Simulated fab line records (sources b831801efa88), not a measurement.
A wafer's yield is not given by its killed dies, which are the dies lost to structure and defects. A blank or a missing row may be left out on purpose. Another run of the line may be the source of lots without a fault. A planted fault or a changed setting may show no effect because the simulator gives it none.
Which tool did it?	flow sky130	11 lots with 33 wafers sampled at 5 steps, on a route of 708 steps

## WHAT THE GAUGES READ, wafer by wafer
SKY_POLY_GATE_THK_MEAS_01.
lot	measured	on	POLY_GATE_CVD_00_THK (nm)
L994	day 14 00:34	film metro-04	183.1 182.0 183.6
L996	day 14 12:22	film metro-03	178.7 180.2 180.6
L998	day 15 03:23	film metro-01	183.0 181.2 180.5
L101	day 16 17:16	film metro-04	179.4 177.9 178.2
L105	day 17 21:59	film metro-04	180.8 180.6 180.0
L108	day 19 03:55	film metro-03	182.2 182.5 183.3
L110	day 19 14:04	film metro-03	182.8 180.4 181.6
L111	day 20 07:48	film metro-01	183.0 183.8 184.6
L113	day 20 23:54	film metro-03	175.7 176.5 176.0
L114	day 21 05:52	film metro-03	179.9 180.2 180.2
L115	day 21 07:05	film metro-03	180.6 180.0 178.6

SKY_CAPM_THK_MEAS_01.
lot	measured	on	CAPM_CVD_00_THK (nm)
L994	day 36 10:52	film metro-04	15.66 15.49 15.37
L996	day 36 22:23	film metro-04	15.18 15.58 15.65
L998	day 37 16:45	film metro-04	15.44 15.67 15.51
L101	day 39 02:11	film metro-03	15.59 15.54 15.54
L105	day 39 21:33	film metro-02	14.88 15.14 26.88
L108	day 40 22:52	film metro-02	15.52 15.49 15.72
L110	day 41 08:29	film metro-04	15.61 15.75 15.63
L111	day 42 00:52	film metro-02	15.04 15.15 15.12
L113	day 42 08:58	film metro-04	15.62 15.59 15.55
L114	day 42 13:35	film metro-02	15.44 15.39 15.87
L115	day 42 17:30	film metro-04	15.40 15.57 15.46

## TOOL THAT RAN EACH LOT (tool first, then ch and the chambers of the sampled wafers, then the start)
lot	SKY_GATE_OXIDE_STRIP_13	SKY_METAL1_SPUTTER_01	SKY_CAPM_CVD_00
L994	plasma asher-01 ch 0,1, day 13 20:29	pvd sputter-02, day 31 17:31	pecvd-01 ch 0,1,2, day 36 10:49
L996	plasma asher-02 ch 0,1, day 14 09:22	pvd sputter-03, day 32 06:36	pecvd-02 ch 0,2, day 36 22:22
L998	plasma asher-01 ch 0,1, day 14 23:38	pvd sputter-03, day 32 23:44	pecvd-03 ch 0,1,2, day 37 16:43
L101	plasma asher-01 ch 0,1, day 16 14:02	pvd sputter-02, day 34 10:02	pecvd-03 ch 0,1,2, day 39 02:08
L105	plasma asher-03 ch 0,1, day 17 18:46	pvd sputter-04, day 35 08:25	pecvd-01 ch 0,1, day 39 21:31
L108	plasma asher-03 ch 0,1, day 18 23:37	pvd sputter-02, day 36 10:22	pecvd-02 ch 1,2, day 40 22:50
L110	plasma asher-01 ch 0,1, day 19 11:07	pvd sputter-04, day 36 21:07	pecvd-02 ch 1,2, day 41 08:27
L111	plasma asher-01 ch 0,1, day 20 04:51	pvd sputter-04, day 37 15:38	pecvd-03 ch 0,1,2, day 42 00:51
L113	plasma asher-01 ch 1, day 20 19:37	pvd sputter-02, day 37 22:52	pecvd-02 ch 0,1,2, day 42 08:57
L114	plasma asher-02 ch 0,1, day 21 02:19	pvd sputter-04, day 38 04:35	pecvd-02 ch 0,1, day 42 13:33
L115	plasma asher-01 ch 0,1, day 21 03:35	pvd sputter-02, day 38 09:01	pecvd-03 ch 0,1,2, day 42 17:28
- SKY_GATE_OXIDE_STRIP_13: strips in O2/N2.
- SKY_METAL1_SPUTTER_01: material TiN, target thk 20 nm, time 16.7 s.
- SKY_CAPM_CVD_00: deposits SiO2, target thk 15.5 nm.

## WHAT THE TOOLS THEMSELVES READ (means of the sampled wafers that have a number; where no wafer has one, the mark that the record gives instead)
SKY_GATE_OXIDE_STRIP_13.
lot	tool	drypump motor current A (A)	oes product au (a.u.)	strip time to endpoint s (s)
L994	plasma asher-01	5.5	0.712	14.09
L996	plasma asher-02	5.4	0.718	14.18
L998	plasma asher-01	5.5	0.713	14.22
L101	plasma asher-01	5.5	0.720	14.17
L105	plasma asher-03	5.6	0.722	14.21
L108	plasma asher-03	5.6	0.716	14.21
L110	plasma asher-01	5.5	0.715	14.21
L111	plasma asher-01	5.5	0.716	14.19
L113	plasma asher-01	5.5	0.718	14.16
L114	plasma asher-02	5.4	0.717	14.18
L115	plasma asher-01	5.6	0.721	14.14

SKY_METAL1_SPUTTER_01.
lot	tool	throttle valve pct (%)
L994	pvd sputter-02	29.7
L996	pvd sputter-03	30.1
L998	pvd sputter-03	30.8
L101	pvd sputter-02	29.8
L105	pvd sputter-04	30.5
L108	pvd sputter-02	29.3
L110	pvd sputter-04	30.0
L111	pvd sputter-04	30.4
L113	pvd sputter-02	29.5
L114	pvd sputter-04	30.3
L115	pvd sputter-02	30.2

SKY_CAPM_CVD_00.
lot	tool	heater power w (W)
L994	pecvd-01	787
L996	pecvd-02	687
L998	pecvd-03	806
L101	pecvd-03	750
L105	pecvd-01	713
L108	pecvd-02	851
L110	pecvd-02	788
L111	pecvd-03	754
L113	pecvd-02	721
L114	pecvd-02	689
L115	pecvd-03	739

## THE ANSWER, worked out from the rows above alone
Rule: usual is defined by the lots themselves. Put in order of their means at a reading, lots are off if they are a third of the lots or fewer, leave a main group of 4 or more, and stand apart from it by a gap of 3 or more times the standard deviation of the main group's means; of several such gaps the widest counts. The tables above print the reading to a certain number of digits; a main group whose means all agree to those digits is not used. A lot without any number at a reading at which 4 lots or more have one is off too. Where the step has rows for the other lots, those lots are counted as sound. First the gauges in route order, then the tools' own readings, where a lot's mean is used as printed above. The first step at which some lot is off is used, and at that step the reading that is off furthest; a lot without a number counts as furthest.
Off: L105, at SKY_CAPM_THK_MEAS_01 (CAPM_CVD_00_THK). The main group: mean 15.50 nm, standard deviation 0.14.
A tool fits if, at a process step before that reading, it ran every lot that is off, and no sound lot after the first of them. Gauges at SKY_CAPM_THK_MEAS_01: tried the same way as those tools. One fits: pecvd-01 at SKY_CAPM_CVD_00. Its last sound lot is L994 (day 36 10:49), its first lot that is off L105 (day 39 21:31): a fault that began between those two fits.

## WHAT WAS PUT IN BY THE SIMULATOR
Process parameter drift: pecvd-01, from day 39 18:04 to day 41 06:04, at SKY_CAPM_CVD_00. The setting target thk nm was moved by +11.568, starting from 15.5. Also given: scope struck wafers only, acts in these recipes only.
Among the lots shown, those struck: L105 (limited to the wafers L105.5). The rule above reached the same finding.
